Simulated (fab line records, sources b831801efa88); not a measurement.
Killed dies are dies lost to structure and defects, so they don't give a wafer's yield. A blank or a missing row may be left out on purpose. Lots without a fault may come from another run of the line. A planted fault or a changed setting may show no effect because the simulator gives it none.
Chamber matching | flow sky130 | SKY_FIELD_ISO_CMP_27 on cmp-01: 4 sister chambers
The step polishes, stops on Si3N4, t overpolish 16 s, target thk 457.8 nm. 16 wafers are shown with their chamber, then 8 later ones without.

WAFERS WITH THEIR CHAMBER
wafer  | chamber | motor_current_A (A) | time_to_endpoint_s (s) | overpolish_run_s (s)
L520.2 | 1       | 14.3                | 111                    | 16.006
L520.3 | 2       | 12.4                | 111                    | 16.001
L520.5 | 3       | 12.4                | 118                    | 16.008
L523.1 | 2       | 12.0                | 118                    | 16.004
L523.4 | 3       | 12.8                | 116                    | 16.000
L523.5 | 0       | 13.1                | 117                    | 16.002
L524.1 | 1       | 14.3                | 114                    | 16.003
L524.2 | 2       | 12.3                | 118                    | 16.020
L524.6 | 2       | 12.3                | 117                    | 15.992
L526.2 | 2       | 12.1                | 114                    | 15.994
L526.3 | 3       | 12.9                | 116                    | 16.000
L526.6 | 0       | 13.1                | 113                    | 15.980
L532.1 | 0       | 13.4                | 110                    | 16.004
L532.2 | 3       | 13.2                | 116                    | 16.000
L532.5 | 0       | 13.8                | 116                    | 16.008
L534.1 | 0       | 13.7                | 111                    | 15.991

SIGNATURES (means of the wafers above)
reading            | chamber 0 | chamber 1 | chamber 2 | chamber 3 | scatter within a chamber
motor_current_A    | 13.420    | 14.300    | 12.220    | 12.825    | 0.268
time_to_endpoint_s | 113.40    | 112.50    | 115.60    | 116.50    | 2.61
overpolish_run_s   | 15.99700  | 16.00450  | 16.00220  | 16.00200  | 0.00942
Rule: a wafer's distance from a chamber is the root of the sum, over the readings, of the square of ((its reading less the chamber's mean) divided by the reading's scatter). The wafer belongs to the nearest chamber; if the next one is less than 2 further off, it can't be placed. The scatter: the root of (the sum of the squares of (reading less its chamber's mean) over the shown wafers, divided by (wafers less chambers)).

WAFERS WITHOUT THEIR CHAMBER
wafer  | motor_current_A (A) | time_to_endpoint_s (s) | overpolish_run_s (s)
L534.3 | 12.3                | 110                    | 16.008
L534.5 | 12.3                | 110                    | 15.981
L536.1 | 12.2                | 117                    | 15.998
L536.4 | 13.7                | 115                    | 16.021
L536.5 | 12.6                | 113                    | 16.003
L538.1 | 12.7                | 117                    | 15.987
L538.2 | 15.2                | 116                    | 15.997
L538.4 | 12.0                | 116                    | 16.017

WHICH CHAMBER EACH WENT THROUGH
wafer  | from the rows above          | in truth
L534.3 | can't be placed: 2 or 3      | 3
L534.5 | can't be placed: 2 or 3 or 0 | 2
L536.1 | can't be placed: 2 or 3      | 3
L536.4 | can't be placed: 0 or 1 or 3 | 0
L536.5 | can't be placed: 3 or 2 or 0 | 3
L538.1 | can't be placed: 3 or 2 or 0 | 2
L538.2 | 1                            | 1
L538.4 | can't be placed: 2 or 3      | 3
Placed correctly: 1 of 8. Can't be placed from these rows: 7 (the true chamber is among the candidates in 7). Placed wrongly: 0.
